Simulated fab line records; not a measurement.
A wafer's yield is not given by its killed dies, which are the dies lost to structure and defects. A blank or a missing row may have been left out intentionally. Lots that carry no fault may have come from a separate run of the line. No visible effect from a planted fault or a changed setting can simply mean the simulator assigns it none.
Lot-split experiment | flow gf180mcu | 23 wafers read across 5 lots, on a route 602 steps long

THE SPLIT ITSELF
At GF_STI_COAT_07 (resist thk 700 nm), the setting resistThkNm was moved away from the recipe's 700 nm on 8 of the 23 wafers read, by -2.6% to +5.2%. The other wafers ran this setting at the recipe's value.

The reading comes from the split's own step.

THE READING
KrF_of_STI_COAT_07.thkNm (the simulator's own value, which no gauge read), in nm, at GF_STI_COAT_07 (resist thk 700 nm). There is no usual value for it anywhere in the file. Across the 15 wafers here that went through the recipe, the average is 702.8 nm and the standard deviation 2.2 nm.

wafer  | tool, chamber at the split | resistThkNm as run, nm | against the recipe | KrF_of_STI_COAT_07.thkNm, nm | against lot-mates on the recipe
L076.1 | lithoTrack-03, 0           | 700                    | recipe             | 706.7                        | -
L076.2 | lithoTrack-03, 0           | 700                    | recipe             | 706.2                        | -
L076.3 | lithoTrack-03, 0           | 700                    | recipe             | 704.7                        | -
L076.4 | lithoTrack-03, 0           | 700                    | recipe             | 704.1                        | -
L076.5 | lithoTrack-03, 0           | 700                    | recipe             | 704.8                        | -
L079.2 | lithoTrack-04, 0           | 700                    | recipe             | 702.3                        | -
L079.3 | lithoTrack-04, 0           | 700                    | recipe             | 701.4                        | -
L079.6 | lithoTrack-04, 0           | 700                    | recipe             | 699.8                        | -
L083.2 | lithoTrack-04, 0           | 717.2                  | +2.5%              | 717                          | +16.8
L083.3 | lithoTrack-04, 0           | 700                    | recipe             | 700.4                        | -
L083.4 | lithoTrack-04, 0           | 717.2                  | +2.5%              | 717.9                        | +17.6
L083.5 | lithoTrack-04, 0           | 700                    | recipe             | 700.1                        | -
L083.6 | lithoTrack-04, 0           | 717.2                  | +2.5%              | 718.3                        | +18.0
L084.1 | lithoTrack-01, 0           | 700                    | recipe             | 703.5                        | -
L084.2 | lithoTrack-01, 0           | 682                    | -2.6%              | 685.5                        | -17.7
L084.6 | lithoTrack-01, 0           | 682                    | -2.6%              | 685.5                        | -17.7
L084.3 | lithoTrack-01, 0           | 700                    | recipe             | 702.9                        | -
L084.5 | lithoTrack-01, 0           | 682                    | -2.6%              | 685                          | -18.2
L085.1 | lithoTrack-03, 0           | 700                    | recipe             | 701                          | -
L085.2 | lithoTrack-03, 0           | 736.6                  | +5.2%              | 737.5                        | +35.8
L085.3 | lithoTrack-03, 0           | 700                    | recipe             | 703.8                        | -
L085.4 | lithoTrack-03, 0           | 736.6                  | +5.2%              | 736.2                        | +34.5
L085.5 | lithoTrack-03, 0           | 700                    | recipe             | 700.4                        | -

FIT RESULTS
A straight line over all 23 wafers: KrF_of_STI_COAT_07.thkNm changes by +6.51 nm for each +1% of resistThkNm; r = +0.99; the points scatter about the line by 1.9 nm.
The same after taking each lot's own level away (the mean of its wafers on the recipe; 23 wafers): +6.84 nm for each +1%; r = +1.00; scatter 0.96 nm.
That fit puts the effect of the largest move of resistThkNm on the reading at 36 nm.
Across the lots, their own levels run from 700.25 to 705.30 nm, a range of 2.3 times the standard deviation given above.
The two slopes agree, so the slope changes little with the lot-to-lot level.
Check: +35.8 nm against its lot-mates is what the line predicts for one of the wafers moved furthest among these (+5.2%) when that wafer is left out of the fit. Against them it came out at +35.8 nm.

THE WHOLE CHAIN: every reading that the file lists as answering this split, in the file's order
step            | what it does      | reading                                                                   | change (the file's fit)              | r (the file's)
GF_STI_COAT_07  | resist thk 700 nm | KrF_of_STI_COAT_07.thkNm (the simulator's own value, which no gauge read) | +6.82 nm for each +1% of the setting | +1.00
GF_STI_STRIP_15 | strips in O2/N2   | stripTimeToEndpointS                                                      | withheld for each +1% of the setting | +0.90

THE FILE'S OWN FIT
KrF_of_STI_COAT_07.thkNm changes by +6.82 nm for each +1% of resistThkNm, r = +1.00.
